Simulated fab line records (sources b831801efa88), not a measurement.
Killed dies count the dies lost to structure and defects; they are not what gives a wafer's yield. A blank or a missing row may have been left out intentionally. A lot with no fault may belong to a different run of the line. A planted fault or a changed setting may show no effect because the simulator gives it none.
The tool behind it: which one?	flow sky130	Sampling: 12 lots, 36 wafers, 4 of 708 route steps

## WHAT THE GAUGES SHOWED, per wafer
SKY_VIA4_THK_MEAS_01.
lot	measured	on	VIA4_HDPCVD_THK (nm)
L439	day 42 14:16	film_metro-04	1769 1750 1766
L441	day 42 18:12	film_metro-03	1746 1766 1747
L440	day 42 20:08	film_metro-02	1754 1752 1782
L444	day 43 13:29	film_metro-02	1753 1739 1767
L445	day 43 19:28	film_metro-04	2462 2450 2483
L446	day 44 02:23	film_metro-02	1744 1725 1738
L447	day 44 13:25	film_metro-02	1750 2459 1743
L454	day 46 05:07	film_metro-04	1761 1751 1781
L456	day 46 13:04	film_metro-04	1743 1744 1761
L459	day 47 06:01	film_metro-04	1789 1765 1771
L460	day 47 14:07	film_metro-02	1749 1765 1747
L462	day 48 02:13	film_metro-04	1734 1748 1755

## WHAT TOOL EACH LOT RAN ON (gives the tool, then ch and the chambers of the sampled wafers, and finally the start)
lot	SKY_VIA2_ETCH_15	SKY_VIA2_CVD_21	SKY_VIA4_HDPCVD_00
L439	rie_diel-03 ch 0,1,2, day 37 03:00	cvd_w-02 ch 0,1, day 37 03:45	hdpcvd-02 ch 0,2, day 42 14:05
L441	rie_diel-03 ch 0,1, day 37 10:42	cvd_w-02 ch 0,1, day 37 11:27	hdpcvd-02 ch 0,1, day 42 18:01
L440	rie_diel-02 ch 0,2,3, day 37 11:38	cvd_w-01 ch 0,1, day 37 12:25	hdpcvd-02 ch 0,2, day 42 19:56
L444	rie_diel-04 ch 2,3, day 38 08:15	cvd_w-02 ch 0,1, day 38 09:02	hdpcvd-01 ch 0,1,2, day 43 13:17
L445	rie_diel-03 ch 0,2, day 38 13:02	cvd_w-02 ch 1, day 38 13:47	hdpcvd-01 ch 1,2, day 43 19:17
L446	rie_diel-02 ch 0,1,3, day 38 20:41	cvd_w-02 ch 0,1, day 38 21:26	hdpcvd-02 ch 0,1,2, day 44 02:13
L447	rie_diel-04 ch 0,2,3, day 39 07:32	cvd_w-02 ch 0,1, day 39 08:14	hdpcvd-01 ch 1,2, day 44 13:13
L454	rie_diel-04 ch 1,2,3, day 41 02:57	cvd_w-02 ch 0, day 41 03:41	hdpcvd-02 ch 0,1, day 46 04:50
L456	rie_diel-04 ch 0,1,3, day 41 09:23	cvd_w-02 ch 0,1, day 41 10:10	hdpcvd-02 ch 1,2, day 46 12:53
L459	rie_diel-02 ch 0,1,2, day 42 06:56	cvd_w-02 ch 0,1, day 42 07:43	hdpcvd-01 ch 0,1,2, day 47 05:50
L460	rie_diel-04 ch 0,1,2, day 42 14:53	cvd_w-02 ch 0, day 42 15:37	hdpcvd-02 ch 0,2, day 47 13:56
L462	rie_diel-03 ch 0,1,3, day 43 05:50	cvd_w-02 ch 0,1, day 43 06:36	hdpcvd-01 ch 1,2, day 48 02:02
- SKY_VIA2_ETCH_15: etches SiO2 in C4F8/O2/Ar, stops on TiN, target depth 546 nm, time 84 s.
- SKY_VIA2_CVD_21: deposits W, target thk 420 nm, time 126.4 s.
- SKY_VIA4_HDPCVD_00: deposits SiO2, target thk 1750 nm, time 291.7 s.

## WHAT THE TOOLS THEMSELVES READ (means of the sampled wafers that have a number; where no wafer has one, the mark that the record gives instead)
SKY_VIA2_ETCH_15.
lot	tool	oes_product_au (a.u.)	rf_fwd_power_W (W)
L439	rie_diel-03	0.932	1486
L441	rie_diel-03	0.946	1489
L440	rie_diel-02	0.940	1485
L444	rie_diel-04	0.944	1490
L445	rie_diel-03	0.940	1478
L446	rie_diel-02	0.944	1495
L447	rie_diel-04	0.940	1486
L454	rie_diel-04	0.940	1489
L456	rie_diel-04	0.942	1496
L459	rie_diel-02	0.942	1493
L460	rie_diel-04	0.937	1487
L462	rie_diel-03	0.939	1493

SKY_VIA2_CVD_21.
lot	tool	heater_power_w (W)
L439	cvd_w-02	809
L441	cvd_w-02	820
L440	cvd_w-01	842
L444	cvd_w-02	809
L445	cvd_w-02	913
L446	cvd_w-02	848
L447	cvd_w-02	804
L454	cvd_w-02	768
L456	cvd_w-02	813
L459	cvd_w-02	805
L460	cvd_w-02	772
L462	cvd_w-02	808

## THE ANSWER, worked out from the rows above alone
Rule: the usual values come from the lots themselves. The widest of any qualifying gaps counts: lots, ordered by their means at a reading, are off when they make up no more than a third of the lots, leave a main group of 4 or more, and stand apart from it by 3 or more times the standard deviation of that group's means. Not used: any main group whose means are identical at the precision the tables above print for the reading. Also off: a lot with no number at a reading for which 4 or more lots have one. Any other lot the step has rows for is counted as sound. The gauges are gone through in route order, then the tools' own readings, and for those a lot's mean is taken as printed above. The first step at which some lot is off is used, and at that step the reading that is off furthest; a lot without a number counts as furthest.
Off: L445, L447, at SKY_VIA4_THK_MEAS_01 (VIA4_HDPCVD_THK). Main group: mean 1755 nm, sd 10.
If a tool, at a process step before that reading, ran all the lots that are off and no sound lot after the first of them, it fits. Those tools and the gauges at SKY_VIA4_THK_MEAS_01 are tried in the same way. Not one of the candidates tried fits.

## WHAT HAD BEEN PUT IN BY THE SIMULATOR
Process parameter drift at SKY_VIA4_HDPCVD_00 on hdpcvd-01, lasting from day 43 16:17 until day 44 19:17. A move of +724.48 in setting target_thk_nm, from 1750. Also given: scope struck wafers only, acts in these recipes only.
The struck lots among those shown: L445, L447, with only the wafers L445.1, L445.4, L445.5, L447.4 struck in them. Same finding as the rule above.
